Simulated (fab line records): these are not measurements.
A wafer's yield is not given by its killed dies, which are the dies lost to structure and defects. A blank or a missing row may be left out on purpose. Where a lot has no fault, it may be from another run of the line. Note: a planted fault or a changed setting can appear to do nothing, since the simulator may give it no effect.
The tool behind it: which one? | flow sky130 | 33 wafers from 11 lots sampled at 3 of the route's 708 steps

WHAT EACH GAUGE READ, for each wafer
SKY_CONTACT_THK_MEAS_01.
lot  | measured     | on            | CONTACT_CVD_00_THK (nm)
L451 | day 31 06:54 | film metro-01 | 73.1 75.7 75.8
L453 | day 31 15:00 | film metro-02 | 74.2 74.8 75.7
L455 | day 32 15:08 | film metro-01 | 76.3 128.4 130.3
L458 | day 33 09:47 | film metro-04 | 127.1 75.0 76.4
L463 | day 35 07:23 | film metro-01 | 74.1 73.3 74.6
L464 | day 35 16:00 | film metro-01 | 75.6 76.1 77.2
L465 | day 36 02:38 | film metro-02 | 75.0 76.0 76.1
L467 | day 36 16:16 | film metro-01 | 75.4 76.1 76.6
L468 | day 37 00:02 | film metro-01 | 74.2 75.2 75.2
L469 | day 37 10:31 | film metro-04 | 74.1 76.0 75.3
L471 | day 38 01:17 | film metro-01 | 75.2 75.6 74.7

EACH LOT AND THE TOOL THAT RAN IT (in order: tool; ch and the chambers of the sampled wafers; start)
lot  | SKY_LOCAL_INTERCONNECT_STRIP_15      | SKY_CONTACT_CVD_00
L451 | plasma asher-04 ch 0,1, day 31 06:17 | pecvd-03 ch 0,2, day 31 06:52
L453 | plasma asher-04 ch 0, day 31 14:22   | pecvd-01 ch 0,1, day 31 14:58
L455 | plasma asher-04 ch 0,1, day 32 14:28 | pecvd-03 ch 0,2, day 32 15:06
L458 | plasma asher-02 ch 0,1, day 33 09:09 | pecvd-03 ch 0,2, day 33 09:44
L463 | plasma asher-02 ch 0,1, day 35 06:46 | pecvd-01 ch 0,1,2, day 35 07:21
L464 | plasma asher-03 ch 0,1, day 35 15:20 | pecvd-04 ch 1,2, day 35 15:57
L465 | plasma asher-03 ch 0,1, day 36 01:53 | pecvd-03 ch 0,2, day 36 02:34
L467 | plasma asher-04 ch 0,1, day 36 15:11 | pecvd-04 ch 0,1, day 36 16:13
L468 | plasma asher-02 ch 0,1, day 36 23:25 | pecvd-04 ch 0,2, day 37 00:00
L469 | plasma asher-04 ch 0,1, day 37 09:54 | pecvd-03 ch 0,1, day 37 10:29
L471 | plasma asher-02 ch 0,1, day 38 00:40 | pecvd-03 ch 0,1,2, day 38 01:16
- SKY_LOCAL_INTERCONNECT_STRIP_15: strips in O2/N2.
- SKY_CONTACT_CVD_00: deposits Si3N4, target thk 75 nm.

THE ANSWER, worked out from the rows above alone
Rule: usual is defined by the lots themselves. The widest of any qualifying gaps counts: lots, ordered by their means at a reading, are off when they make up no more than a third of the lots, leave a main group of 4 or more, and stand apart from it by 3 or more times the standard deviation of that group's means. A main group whose means are all the same, to the digits that the tables above print for the reading, isn't used. A lot without any number at a reading at which 4 lots or more have one is off too. Where the step has rows for the other lots, those lots are counted as sound.
Off: L455, L458, at SKY_CONTACT_THK_MEAS_01 (CONTACT_CVD_00_THK). The main group: mean 75.2 nm, standard deviation 0.66.
A tool fits if, at a process step before that reading, it ran every lot that is off, and no sound lot after the first of them. Gauges at SKY_CONTACT_THK_MEAS_01: tried the same way as those tools. No candidate that was tried fits.

WHAT HAD BEEN PUT IN BY THE SIMULATOR
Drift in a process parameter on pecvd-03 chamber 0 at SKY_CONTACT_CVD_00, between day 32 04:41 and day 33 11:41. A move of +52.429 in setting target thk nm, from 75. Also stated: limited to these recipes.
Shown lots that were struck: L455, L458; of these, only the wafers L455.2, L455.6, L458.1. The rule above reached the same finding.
